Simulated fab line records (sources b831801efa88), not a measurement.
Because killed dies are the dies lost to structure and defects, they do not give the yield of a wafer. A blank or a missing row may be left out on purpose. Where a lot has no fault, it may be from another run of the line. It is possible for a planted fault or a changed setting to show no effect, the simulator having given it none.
A lot that was struck, set against a sound lot    flow sky130    26 out of 708 route steps
Sound: the wafers L481.3, L481.4, L481.5. Struck: wafer L492.6; the same lot's L492.1 was not struck, so it is left out; see the end for the cause.
At each step with rows: each side's tool, then ch and its chambers, then its first start. Under that, the readings that differ: sound wafers    struck wafers    difference of the means    sigmas: that difference in standard deviations of wafers without a fault.
alike: readings with means less than 2 such deviations apart, plus words and numbers identical on both sides. not compared: withheld readings, readings lacking a value on some wafer, bounds such as >300 that could conceal the same value, and numbers that have no deviation in the record and whose values overlap.
Wherever a step has rows on one side only, a row that says differs or no value, or a row with sigmas, the two part there. Numbers that don't overlap but have no deviation are shown without sigmas and don't part them. A reading missing from all wafers of one side parts the sides only when that side holds two or more wafers.

first, 10 steps without rows for these wafers: SKY_LOCAL_INTERCONNECT_SOFTBAKE_07 (time 90 s); SKY_LOCAL_INTERCONNECT_EXPOSE_08 (exposes mask LI1M, target cd 170 nm); SKY_LOCAL_INTERCONNECT_PEB_09; SKY_LOCAL_INTERCONNECT_DEVELOP_10 (develop time 60 s); SKY_LOCAL_INTERCONNECT_ETCH_13 (etches BARC in N2/H2, stops on SiO2, time 45.9 s, target depth 60 nm); SKY_LOCAL_INTERCONNECT_METAL_ETCH_14 (etches TiN in Cl2/BCl3, stops on PSG, target depth 110 nm, time 31.4 s); SKY_LOCAL_INTERCONNECT_STRIP_15 (strips in O2/N2); SKY_LOCAL_INTERCONNECT_STRIP_16 (strips in post etch residue remover, time 1200 s); SKY_LOCAL_INTERCONNECT_CLEAN_17 (cleans in IPA, time 180 s); SKY_LOCAL_INTERCONNECT_CLEAN_18 (cleans in O3/DIW).
SKY_CONTACT_CVD_00: deposits Si3N4, target thk 75 nm.
  sound on pecvd-04 ch 0,1,2, day 32 05:05; struck on pecvd-04 ch 1, day 35 19:12
reading                                    sound              struck  difference  sigmas
model.Si3N4_of_CONTACT_CVD_00.thk_nm (nm)  75.68 76.39 76.78  103.3   +27.0       
  alike: heater_power_w, rf_fwd_power_W
SKY_CONTACT_THK_MEAS_01:
  sound: film_metro-02 at day 32 05:08; struck: film_metro-03 at day 35 19:34
reading                  sound           struck  difference  sigmas
CONTACT_CVD_00_THK (nm)  75.8 76.4 76.8  103.3   +27.0       +28
  not compared: hold
then, 11 steps without rows for these wafers: SKY_CONTACT_CMP_04 (polishes SiO2); SKY_CONTACT_DEHYDRATE_06 (time 60 s); SKY_CONTACT_HMDS_07 (prime time 60 s); SKY_CONTACT_COAT_08 (resist thk 60 nm); SKY_CONTACT_COAT_09 (resist thk 450 nm); SKY_CONTACT_SOFTBAKE_10 (time 90 s); SKY_CONTACT_EXPOSE_11 (exposes mask CTM1, target cd 170 nm); SKY_CONTACT_PEB_12; SKY_CONTACT_DEVELOP_13 (develop time 60 s); SKY_CONTACT_ETCH_16 (etches BARC in N2/H2, stops on SiO2, time 45.9 s, target depth 60 nm); SKY_CONTACT_ETCH_17 (etches SiO2 in C4F8/O2/Ar, stops on Si3N4, target depth 340 nm).
SKY_CONTACT_ETCH_18: etches Si3N4 in CHF3/O2, stops on TiN, time 39 s, target depth 75 nm.
  sound: rie_diel-04 ch 0,1,2; struck: rie_diel-04 ch 0
reading                   sound              struck  difference  sigmas
oes_product_au (a.u.)     0.860 0.865 0.867  0.977   +0.113      +15
model.etch.depth_nm (nm)  75.68 76.39 76.78  94.68   +18.40      
  alike: O2_flow_sccm, drypump_motor_current_A, rf_fwd_power_W, throttle_valve_pct
  not compared: rf_hours_counter_h
then, 1 step without rows for these wafers: SKY_CONTACT_STRIP_19 (strips in O2/N2).
-- the record jumps here: 14 days lie between the struck wafers' starts before and after (it left off in module CONTACT and takes up again in module PAD_OPEN, whose first step shown is number 708 of the route) --
SKY_PAD_OPEN_PROBE_99:
  sound: prober-01 at day 47 02:40; struck: prober-02 at day 49 16:22
reading              sound      struck                  difference                    sigmas
hold                 - - -      await_dispo/3.2h/scrap  no value on the sound wafers  
killed_at_contacts   24 31 22   441                     +415                          +87
killed_at_front_end  16 14 28   10                      -9                            -2
killed_dies          85 93 105  492                     +398                          +42
killed_on_rim        19 19 25   96                      +75                           +19
  alike: killed_at_M0_to_M3, killed_at_M4_up, killed_open, killed_short

## WHERE THEY PART
Earliest at SKY_CONTACT_THK_MEAS_01; latest, in this record, at SKY_PAD_OPEN_PROBE_99.

WHY: whatever the simulator had introduced
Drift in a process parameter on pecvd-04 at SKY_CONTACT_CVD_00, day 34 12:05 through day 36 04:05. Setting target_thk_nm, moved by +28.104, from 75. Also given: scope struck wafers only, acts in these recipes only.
